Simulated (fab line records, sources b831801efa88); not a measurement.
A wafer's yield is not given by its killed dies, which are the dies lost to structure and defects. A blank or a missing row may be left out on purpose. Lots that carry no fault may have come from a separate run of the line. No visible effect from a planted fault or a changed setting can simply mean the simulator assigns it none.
Matching of chambers ; flow gf180mcu ; 4 sister chambers for GF_STI_ETCH_14 on rieSi-02
The step etches Si in HBr/Cl2/O2, target depth 360 nm, time 102.9 s. 18 wafers are shown with their chamber, then 9 later ones without.

## WAFERS, EACH WITH ITS CHAMBER
wafer;chamber;drypumpMotorCurrentA (A);oesProductAu (a.u.);throttleValvePct (%)
L429.2;3;5.4;0.997;25.666
L429.3;0;5.4;1.001;25.639
L429.4;1;5.7;1.000;25.656
L431.1;1;5.8;0.995;25.658
L431.2;3;5.4;0.995;25.665
L431.5;2;5.8;0.989;25.650
L432.1;1;5.8;0.983;25.676
L432.4;0;5.4;1.007;25.655
L432.5;3;5.4;0.991;25.645
L436.2;2;5.8;0.994;25.647
L436.3;1;5.7;0.997;25.677
L436.5;3;5.4;0.998;25.660
L439.3;1;5.7;0.985;25.664
L439.5;0;5.4;1.002;25.637
L439.6;3;5.4;0.996;25.650
L444.2;0;5.5;1.022;25.654
L444.3;1;5.8;0.992;25.663
L444.4;3;5.5;0.995;25.646

SIGNATURES, as means of the wafers listed above
reading;chamber 0;chamber 1;chamber 2;chamber 3;scatter within a chamber
drypumpMotorCurrentA;5.425;5.750;5.800;5.417;0.0469
oesProductAu;1.00800;0.99200;0.99150;0.99533;0.00628
throttleValvePct;25.64625;25.66567;25.64850;25.65533;0.00898
Rule: for a wafer and a chamber, the distance is found by dividing, reading by reading, the gap between the wafer's reading and the chamber's mean by the reading's scatter, squaring, summing and taking the root. If the next closest chamber is less than 2 further off than the closest, the wafer can't be placed; otherwise it belongs to the closest. How the scatter is found: for the shown wafers, subtract from each reading the mean of its chamber, square and add these, divide the total by (wafers less chambers), then take the root.

## WAFERS WITHOUT THEIR CHAMBER
wafer;drypumpMotorCurrentA (A);oesProductAu (a.u.);throttleValvePct (%)
L447.3;5.4;0.999;25.661
L447.4;5.4;1.016;25.668
L447.5;5.4;1.010;25.672
L450.3;5.5;0.989;25.667
L450.4;5.8;0.981;25.666
L450.6;5.7;0.987;25.668
L451.1;5.7;1.001;25.650
L451.2;5.4;1.007;25.653
L451.5;5.8;0.993;25.666

## EACH ONE'S CHAMBER
wafer;from the rows above;in truth
L447.3;can't be placed: 3 or 0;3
L447.4;can't be placed: 0 or 3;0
L447.5;can't be placed: 0 or 3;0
L450.3;can't be placed: 3 or 0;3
L450.4;can't be placed: 1 or 2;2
L450.6;can't be placed: 1 or 2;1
L451.1;can't be placed: 1 or 2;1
L451.2;can't be placed: 0 or 3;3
L451.5;can't be placed: 1 or 2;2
0 of 9 placed correctly. Unplaceable from these rows: 9, with the true chamber sitting among the candidates in 9. Placed wrongly: 0.
